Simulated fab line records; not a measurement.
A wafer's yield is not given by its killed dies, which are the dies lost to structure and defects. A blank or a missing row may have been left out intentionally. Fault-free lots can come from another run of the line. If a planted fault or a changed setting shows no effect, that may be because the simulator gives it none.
A struck lot beside a sound one    flow sky130    43 out of 708 route steps
Sound: wafers L521.1, L521.3, L521.4. Struck: wafer L528.6 (left out: L528.4, L528.5 of the same lot, which were not struck); the cause appears at the end.
Per side, at each step with rows, come the tool, then ch with its chambers, and then its first start. Under that, the readings that differ: sound wafers    struck wafers    difference of the means    sigmas: that difference in standard deviations of wafers without a fault.
alike: same words and numbers on both sides, and readings whose means sit less than 2 such deviations apart. not compared: any withheld reading, any reading some wafer has no value for, any bound like >300 that may hide the same value, and any number with overlapping values for which the record gives no deviation.
The two part at a step that has a row with sigmas, a row that says differs or no value, or rows on one side only. Numbers that don't overlap but have no deviation are shown without sigmas and don't part them. A reading missing from all wafers of one side parts the sides only when that side holds two or more wafers.

first, 3 steps without rows for these wafers: SKY_METAL2_EXPOSE_12 (exposes mask MM2, target cd 140 nm); SKY_METAL2_PEB_13; SKY_METAL2_DEVELOP_14 (develop time 60 s).
SKY_METAL2_CD_MEAS_15: target cd 140 nm.
  sound on cd-sem-01, day 36 07:02; struck on cd-sem-01, day 38 08:00
  alike: cd-nm
SKY_METAL2_OVL_MEAS_16:
  sound on overlay-01, day 36 07:10; struck on overlay-02, day 38 08:05
  alike: METAL2_OVL
then, 3 steps without rows for these wafers: SKY_METAL2_DESCUM_17 (chemistry O2, time 8 s); SKY_METAL2_ETCH_18 (etches BARC in N2/H2, stops on SiO2, time 45.9 s, target depth 60 nm); SKY_METAL2_METAL_ETCH_19 (etches the open film in Cl2/BCl3, stops on SiO2, target depth 360 nm, time 78 s).
SKY_METAL2_STRIP_20: strips in O2/N2.
  sound on plasma-asher-01 ch 0,1, day 36 07:23; struck on plasma-asher-02 ch 0, day 38 08:19
reading                sound              struck  difference  sigmas
oes-product-au (a.u.)  0.344 0.338 0.346  0.334   -0.009      -2
  alike: drypump-motor-current-A, strip-time-to-endpoint-s
  not compared: rf-hours-counter-h
then, 3 steps without rows for these wafers: SKY_METAL2_STRIP_21 (strips in post etch residue remover, time 1200 s); SKY_METAL2_CLEAN_22 (cleans in IPA, time 180 s); SKY_METAL2_CLEAN_23 (cleans in O3/DIW).
SKY_VIA2_HDPCVD_00: deposits SiO2, target thk 1180 nm, time 196.7 s.
  sound on hdpcvd-02 ch 0,1,2, day 36 07:58; struck on hdpcvd-01 ch 0, day 38 09:05
  alike: pressure-mtorr
SKY_VIA2_THK_MEAS_01:
  sound on film-metro-04, day 36 08:06; struck on film-metro-03, day 38 09:11
  alike: VIA2_HDPCVD_THK
SKY_VIA2_CMP_02: polishes SiO2.
  sound on cmp-02 ch 0,1,3, day 36 08:10; struck on cmp-01 ch 2, day 38 09:22
  alike: motor-current-A
SKY_VIA2_BOW_MEAS_03:
  sound on film-metro-04, day 36 08:28; struck on film-metro-02, day 38 09:34
  alike: VIA2_BOW
then, 8 steps without rows for these wafers: SKY_VIA2_DEHYDRATE_04 (time 60 s); SKY_VIA2_HMDS_05 (prime time 60 s); SKY_VIA2_COAT_06 (resist thk 60 nm); SKY_VIA2_COAT_07 (resist thk 450 nm); SKY_VIA2_SOFTBAKE_08 (time 90 s); SKY_VIA2_EXPOSE_09 (exposes mask VIM2, target cd 200 nm); SKY_VIA2_PEB_10; SKY_VIA2_DEVELOP_11 (develop time 60 s).
SKY_VIA2_CD_MEAS_12: target cd 200 nm.
  sound on cd-sem-01, day 37 11:32; struck on cd-sem-02, day 39 11:19
  alike: cd-nm
SKY_VIA2_OVL_MEAS_13:
  sound on overlay-02, day 37 11:40; struck on overlay-02, day 39 11:23
  alike: VIA2_OVL
SKY_VIA2_ETCH_14: etches BARC in N2/H2, stops on SiO2, time 45.9 s, target depth 60 nm.
  sound on rie-diel-02 ch 0,1,3, day 37 11:42; struck on rie-diel-01 ch 1, day 39 11:25
  alike: drypump-motor-current-A, oes-product-au, throttle-valve-pct
  not compared: rf-hours-counter-h
SKY_VIA2_ETCH_15: etches SiO2 in C4F8/O2/Ar, stops on TiN, target depth 546 nm, time 84 s.
  sound on rie-diel-02 ch 0,1,3, day 37 11:44; struck on rie-diel-01 ch 1, day 39 11:27
reading                sound              struck  difference  sigmas
oes-product-au (a.u.)  0.942 0.939 0.940  0.930   -0.010      -2
then, 4 steps without rows for these wafers: SKY_VIA2_STRIP_16 (strips in O2/N2); SKY_VIA2_STRIP_17 (strips in post etch residue remover, time 1200 s); SKY_VIA2_CLEAN_18 (cleans in IPA, time 180 s); SKY_VIA2_CLEAN_19 (cleans in O3/DIW).
SKY_VIA2_SPUTTER_20: material TiN, target thk 20 nm, time 80 s.
  sound on pvd-sputter-04, day 37 12:28; struck on pvd-sputter-03, day 39 12:09
reading                   sound              struck  difference  sigmas
chamber-pressure-pa (Pa)  5.007 5.018 4.977  4.978   -0.023      -2
throttle-valve-pct (%)    30.8 31.0 31.6     28.2    -2.9        -2
  alike: cathode-dc-power-W
then, 1 step without rows for these wafers: SKY_VIA2_CVD_21 (deposits W, target thk 420 nm, time 126.4 s).
SKY_VIA2_RS_MEAS_22: measures by four-point-probe.
  sound on film-metro-04, day 37 12:40; struck on film-metro-04, day 39 12:25
  alike: VIA2_W_RS
SKY_VIA2_THK_MEAS_23: measures by xrf.
  sound on film-metro-04, day 37 12:47; struck on film-metro-04, day 39 12:30
  alike: VIA2_W_THK
then, 6 steps without rows for these wafers: SKY_VIA2_CMP_24 (polishes, stops on SiO2, t overpolish 20 s, target thk 0 nm); SKY_METAL3_SPUTTER_00 (material Ti, target thk 15 nm, time 10 s); SKY_METAL3_SPUTTER_01 (material TiN, target thk 20 nm, time 16.7 s); SKY_METAL3_SPUTTER_02 (material AlCu, target thk 735 nm, time 39.1 s); SKY_METAL3_SPUTTER_03 (material Ti, target thk 5 nm, time 3.3 s); SKY_METAL3_SPUTTER_04 (material TiN, target thk 70 nm, time 58.3 s).
-- the record jumps here: 9 days lie between the struck wafers' starts before and after (it left off in module METAL3 and takes up again in module PAD_OPEN, whose first step shown is number 708 of the route) --
SKY_PAD_OPEN_PROBE_99:
  sound on prober-01, day 47 01:29; struck on prober-01, day 48 13:53
reading                                sound               struck  difference  sigmas
defect-limited-yield (%)               81.9 83.5 84.1      77.0    -6.2        -3
killed_at_M0_to_M3                     49 33 35            74      +35         +5
killed-at-front-end                    11 22 13            6       -9          -2
killed-dies                            89 81 78            113     +30         +3
killed-on-rim                          18 10 12            24      +11         +3
sort_bin_5_function (%)                9.3 9.6 9.1         14.4    +5.1        +4
sort-n-pass                            403 411 414         379     -30         -3
sort-yield-pct (%)                     81.9 83.5 84.1      77.0    -6.2        -3
model.etest.tester.sort-n-pass         403 411 414         379     -30         
model.etest.tester.sort-yield-pct (%)  81.91 83.54 84.15   77.03   -6.17       
model.etest.tester.sort_bin_5_pct (%)  9.35 9.553 9.146    14.43   +5.08       
model.etest.tester.sort_bin_3_pct (%)  0.6098 1.016 1.016  1.626   +0.745      
  alike: killed_at_M4_up, killed-at-contacts, killed-at-other, killed-open, killed-short, sort_bin_3_pad_short, sort_bin_6_memory

WHERE THEY PART
At SKY_METAL2_STRIP_20 first; at SKY_PAD_OPEN_PROBE_99 last (within this record only).

WHY: whatever the simulator had introduced
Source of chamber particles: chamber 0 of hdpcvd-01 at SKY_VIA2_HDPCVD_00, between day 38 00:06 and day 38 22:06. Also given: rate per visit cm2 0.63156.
